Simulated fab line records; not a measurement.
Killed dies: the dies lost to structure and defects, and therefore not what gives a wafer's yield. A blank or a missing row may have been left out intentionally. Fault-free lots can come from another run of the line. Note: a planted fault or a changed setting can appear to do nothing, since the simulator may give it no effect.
Which tool did it? | flow gf180mcu | 39 wafers from 13 lots sampled at 4 of the route's 602 steps

## WHAT EACH GAUGE READ, for each wafer
GF_VT_IMPLANT_RS_MEAS_47: measures by four-point-probe. Usual: NWELL_RS 488.0 ohm/sq, standard deviation 1.3.
lot  | measured     | on            | NWELL_RS (ohm/sq) | flag
L901 | day 7 10:13  | film-metro-03 | 486.6 486.7 486.2 |
L902 | day 7 19:46  | film-metro-02 | 488.0 489.3 487.3 |
L903 | day 8 00:08  | film-metro-03 | 485.9 486.6 487.0 |
L904 | day 8 05:08  | film-metro-03 | 487.1 488.4 487.6 |
L905 | day 8 13:15  | film-metro-02 | 489.3 490.8 489.9 |
L913 | day 10 21:14 | film-metro-02 | 480.3 480.2 479.0 | OFF
L914 | day 11 02:08 | film-metro-04 | 478.2 478.5 478.5 | OFF
L915 | day 11 09:25 | film-metro-02 | 480.1 479.6 479.1 | OFF
L916 | day 11 15:28 | film-metro-03 | 488.0 487.7 487.7 |
L917 | day 12 03:14 | film-metro-04 | 489.7 489.1 489.4 |
L919 | day 12 13:41 | film-metro-03 | 488.3 488.1 486.9 |
L922 | day 14 00:56 | film-metro-03 | 489.8 487.8 487.1 |
L924 | day 14 15:22 | film-metro-02 | 487.5 487.8 487.3 |

GF_CONTACT_THK_MEAS_26: measures by xrf. Usual: CONTACT_W_THK 295 nm, standard deviation 3.6.
lot  | measured     | on            | CONTACT_W_THK (nm) | flag
L901 | day 16 02:26 | film-metro-02 | 296 296 296        |
L902 | day 16 12:55 | film-metro-04 | 294 292 293        |
L903 | day 16 18:00 | film-metro-03 | 298 299 297        |
L904 | day 17 03:16 | film-metro-04 | 292 290 290        |
L905 | day 17 11:37 | film-metro-04 | 289 290 291        |
L913 | day 20 16:41 | film-metro-03 | 303 299 300        |
L914 | day 20 23:00 | film-metro-04 | 291 292 286        |
L915 | day 21 01:54 | film-metro-03 | 293 295 291        |
L916 | day 21 11:54 | film-metro-02 | 295 297 299        |
L917 | day 22 01:57 | film-metro-04 | 296 295 293        |
L919 | day 22 13:31 | film-metro-02 | 291 294 292        |
L922 | day 24 07:49 | film-metro-04 | 290 294 295        |
L924 | day 24 22:48 | film-metro-04 | 294 290 290        |

GF_V1_THK_MEAS_25: measures by xrf. Usual: V1_W_THK 348 nm, standard deviation 4.1.
lot  | measured     | on            | V1_W_THK (nm) | flag
L901 | day 18 02:56 | film-metro-01 | 348 345 344   |
L902 | day 18 14:53 | film-metro-03 | 352 349 352   |
L903 | day 18 20:17 | film-metro-03 | 349 348 351   |
L904 | day 19 06:31 | film-metro-02 | 344 348 347   |
L905 | day 19 13:01 | film-metro-02 | 346 347 346   |
L913 | day 22 19:14 | film-metro-02 | 343 347 345   |
L914 | day 23 01:14 | film-metro-02 | 350 343 351   |
L915 | day 23 03:20 | film-metro-03 | 342 342 344   |
L916 | day 23 13:08 | film-metro-03 | 348 349 349   |
L917 | day 24 02:58 | film-metro-03 | 355 353 354   |
L919 | day 24 13:23 | film-metro-01 | 349 347 350   |
L922 | day 26 05:39 | film-metro-01 | 348 350 350   |
L924 | day 26 19:54 | film-metro-01 | 350 347 352   |

## WHAT TOOL EACH LOT RAN ON (gives the tool, then ch and the chambers of the sampled wafers, and finally the start)
lot  | GF_NWELL_IMPLANT_09
L901 | implanter-03 ch 0, day 3 06:59
L902 | implanter-04 ch 0, day 3 14:31
L903 | implanter-04 ch 0, day 3 18:53
L904 | implanter-02 ch 0, day 4 00:25
L905 | implanter-03 ch 0, day 4 06:02
L913 | implanter-03 ch 0, day 6 02:55
L914 | implanter-03 ch 0, day 6 06:41
L915 | implanter-03 ch 0, day 6 12:08
L916 | implanter-04 ch 0, day 6 18:49
L917 | implanter-04 ch 0, day 7 01:11
L919 | implanter-04 ch 0, day 7 11:07
L922 | implanter-02 ch 0, day 8 13:26
L924 | implanter-04 ch 0, day 9 02:13
- GF_NWELL_IMPLANT_09

## WHAT THE TOOLS THEMSELVES READ (means of the sampled wafers that have a number; where no wafer has one, the mark that the record gives instead)
GF_NWELL_IMPLANT_09. Usual: beam-energy-keV 159.99, standard deviation 0.044; beam-on-s 9.99 s, standard deviation 0.19; dose-ions-cm2 3.999e+12, standard deviation 3.8e+09; faraday-current-uA 22.6, standard deviation 0.42.
lot  | tool         | beam-energy-keV | beam-on-s (s) | dose-ions-cm2 | faraday-current-uA | flag
L901 | implanter-03 | 160.00          | 10.11         | 4.003e+12     | 22.4               |
L902 | implanter-04 | 160.01          | 10.03         | 3.994e+12     | 22.5               |
L903 | implanter-04 | 159.97          | 10.01         | 3.997e+12     | 22.5               |
L904 | implanter-02 | 159.99          | 10.07         | 4.002e+12     | 22.5               |
L905 | implanter-03 | 160.00          | 10.04         | 3.999e+12     | 22.4               |
L913 | implanter-03 | 160.02          | 9.95          | 4.489e+12     | 25.5               | OFF
L914 | implanter-03 | 160.03          | 10.00         | 4.487e+12     | 25.3               | OFF
L915 | implanter-03 | 159.98          | 9.99          | 4.489e+12     | 25.4               | OFF
L916 | implanter-04 | 159.96          | 9.93          | 4.000e+12     | 22.8               |
L917 | implanter-04 | 160.00          | 9.99          | 3.998e+12     | 22.6               |
L919 | implanter-04 | 160.07          | 9.70          | 4.002e+12     | 23.2               |
L922 | implanter-02 | 159.97          | 10.06         | 4.001e+12     | 22.5               |
L924 | implanter-04 | 160.06          | 10.04         | 3.998e+12     | 22.5               |

## THE ANSWER, worked out from the rows above alone
Rule: a lot counts as off when the mean over its wafers that have a number is more than 3 standard deviations away from the usual mean. A lot without any number at a reading at which 4 lots or more have one is off too. Where the step has rows for the other lots, those lots are counted as sound. After the gauges, taken in route order, come the tools' own readings; for these a lot's mean is taken, as printed above. At the first step where some lot is off, the reading lying furthest off is the one used; lots without a number count as furthest.
Off: L913, L914, L915, seen at GF_VT_IMPLANT_RS_MEAS_47 (NWELL_RS).
A tool fits if, at a process step before that reading, it ran every lot that is off, and no sound lot after the first of them. Not tried: the gauges at GF_VT_IMPLANT_RS_MEAS_47; whatever is off there is also off at GF_NWELL_IMPLANT_09, on other tools, and gauge error can't account for it. One candidate fits, namely implanter-03 at GF_NWELL_IMPLANT_09. A fault onset in the window from L905 (day 4 06:02, its last sound lot) to L913 (day 6 02:55, its first lot off) fits.
The tool's own readings at GF_NWELL_IMPLANT_09 bear it out: on the lots that are off they differ by more than 5 times the standard deviation of the sound lots' means. dose-ions-cm2 reads 4.488e+12 there against 3.999e+12 on the sound lots; faraday-current-uA reads 25.4 there against 22.6 on the sound lots.

## WHAT WAS PUT IN BY THE SIMULATOR
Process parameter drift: implanter-03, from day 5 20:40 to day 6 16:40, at GF_NWELL_IMPLANT_09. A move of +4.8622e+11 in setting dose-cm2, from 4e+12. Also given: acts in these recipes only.
Struck lots among those shown: L913, L914, L915. The same result came from the rule above.
